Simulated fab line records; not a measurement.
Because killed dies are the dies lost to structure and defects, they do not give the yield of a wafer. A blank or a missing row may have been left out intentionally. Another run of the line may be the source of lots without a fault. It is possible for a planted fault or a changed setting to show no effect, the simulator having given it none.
Which of the tools did it? -- flow gf180mcu -- 39 wafers from 13 lots sampled at 4 of the route's 602 steps

WHAT EACH GAUGE READ, for each wafer
GF_V5_THK_MEAS_25: measures by xrf. Usual: V5_W_THK typically reads 349 nm, with standard deviation 4.6.
lot,measured,on,V5_W_THK (nm),flag
L522,day 27 07:20,film_metro-02,345 342 344,
L525,day 28 09:25,film_metro-04,348 353 351,
L526,day 28 11:07,film_metro-01,350 359 350,
L528,day 29 06:40,film_metro-02,341 350 347,
L530,day 29 18:28,film_metro-01,343 347 346,
L531,day 30 04:27,film_metro-02,350 348 352,
L532,day 30 13:48,film_metro-01,352 351 352,
L539,day 32 03:59,film_metro-04,350 351 343,
L540,day 32 07:56,film_metro-04,354 350 344,
L541,day 32 17:38,film_metro-04,343 348 347,
L542,day 33 01:02,film_metro-02,352 347 344,
L543,day 33 06:32,film_metro-01,354 354 357,
L545,day 33 11:24,film_metro-04,353 350 347,

GF_TOP_METAL_RS_MEAS_05: measures by four-point-probe. Usual: TOP_METAL_ALCU_RS typically reads 0.0327 ohm/sq, with standard deviation 0.00032.
lot,measured,on,TOP_METAL_ALCU_RS (ohm/sq),flag
L522,day 27 07:56,film_metro-01,0.0324 0.0329 0.0328,
L525,day 28 09:59,film_metro-04,0.0327 0.0327 0.0326,
L526,day 28 11:43,film_metro-03,0.0329 0.0327 0.0324,
L528,day 29 07:16,film_metro-01,0.0326 0.0326 0.0330,
L530,day 29 19:04,film_metro-04,0.0326 0.0324 0.0325,
L531,day 30 05:02,film_metro-04,0.0329 0.0326 0.0322,
L532,day 30 14:23,film_metro-03,0.0324 0.0328 0.0327,
L539,day 32 04:34,film_metro-01,0.0336 0.0327 0.0329,
L540,day 32 08:32,film_metro-03,0.0328 0.0325 0.0325,
L541,day 32 18:14,film_metro-01,0.0327 0.0332 0.0325,
L542,day 33 01:37,film_metro-01,0.0326 0.0327 0.0328,
L543,day 33 07:07,film_metro-01,0.0327 0.0325 0.0320,
L545,day 33 11:59,film_metro-04,0.0331 0.0331 0.0329,

WHICH TOOL RAN EACH LOT (tool, then ch and the chambers of the sampled wafers, then the start)
lot,GF_M2_SPUTTER_02,GF_TOP_METAL_SPUTTER_00
L522,"pvd_sputter-04, day 18 05:40","pvd_sputter-04, day 27 07:40"
L525,"pvd_sputter-04, day 19 12:05","pvd_sputter-02, day 28 09:46"
L526,"pvd_sputter-02, day 19 15:52","pvd_sputter-01, day 28 11:28"
L528,"pvd_sputter-02, day 20 15:23","pvd_sputter-04, day 29 07:00"
L530,"pvd_sputter-02, day 21 06:55","pvd_sputter-01, day 29 18:49"
L531,"pvd_sputter-04, day 21 18:20","pvd_sputter-01, day 30 04:49"
L532,"pvd_sputter-04, day 22 06:12","pvd_sputter-04, day 30 14:09"
L539,"pvd_sputter-02, day 24 09:23","pvd_sputter-01, day 32 04:20"
L540,"pvd_sputter-02, day 24 15:31","pvd_sputter-04, day 32 08:17"
L541,"pvd_sputter-01, day 25 00:17","pvd_sputter-02, day 32 17:59"
L542,"pvd_sputter-01, day 25 09:57","pvd_sputter-04, day 33 01:24"
L543,"pvd_sputter-01, day 25 17:59","pvd_sputter-04, day 33 06:53"
L545,"pvd_sputter-02, day 26 01:25","pvd_sputter-02, day 33 11:46"
- GF_M2_SPUTTER_02: material AlCu, target thk 450 nm, time 23.9 s.
- GF_TOP_METAL_SPUTTER_00: material Ti, target thk 37.5 nm, time 150 s.

WHAT THE TOOLS THEMSELVES READ (means of the sampled wafers that have a number; where no wafer has one, the mark that the record gives instead)
GF_M2_SPUTTER_02. Usual: throttle_valve_pct at 30.2 %, with a standard deviation of 1.1.
lot,tool,throttle_valve_pct (%),flag
L522,pvd_sputter-04,29.5,
L525,pvd_sputter-04,29.5,
L526,pvd_sputter-02,30.8,
L528,pvd_sputter-02,31.3,
L530,pvd_sputter-02,31.2,
L531,pvd_sputter-04,29.4,
L532,pvd_sputter-04,29.3,
L539,pvd_sputter-02,31.3,
L540,pvd_sputter-02,31.2,
L541,pvd_sputter-01,30.1,
L542,pvd_sputter-01,30.9,
L543,pvd_sputter-01,31.5,
L545,pvd_sputter-02,30.5,

GF_TOP_METAL_SPUTTER_00. Usual: throttle_valve_pct at 30.3 %, with a standard deviation of 1.1.
lot,tool,throttle_valve_pct (%),flag
L522,pvd_sputter-04,29.4,
L525,pvd_sputter-02,31.1,
L526,pvd_sputter-01,30.2,
L528,pvd_sputter-04,29.4,
L530,pvd_sputter-01,30.2,
L531,pvd_sputter-01,30.9,
L532,pvd_sputter-04,29.6,
L539,pvd_sputter-01,30.9,
L540,pvd_sputter-04,29.4,
L541,pvd_sputter-02,29.9,
L542,pvd_sputter-04,29.5,
L543,pvd_sputter-04,29.6,
L545,pvd_sputter-02,30.9,

THE ANSWER, worked out from the rows above alone
Rule: a lot counts as off when the mean over its wafers that have a number is more than 3 standard deviations away from the usual mean. Also off: a lot with no number at a reading for which 4 or more lots have one. Any other lot the step has rows for is counted as sound. Order of review: gauges by route order, followed by the tools' own readings, for which a lot's mean as printed above is used. The first step at which some lot is off is used, and at that step the reading that is off furthest; a lot without a number counts as furthest.
None of the lots is off at any reading shown; this tells nothing.

WHAT THE SIMULATOR HAD PUT IN
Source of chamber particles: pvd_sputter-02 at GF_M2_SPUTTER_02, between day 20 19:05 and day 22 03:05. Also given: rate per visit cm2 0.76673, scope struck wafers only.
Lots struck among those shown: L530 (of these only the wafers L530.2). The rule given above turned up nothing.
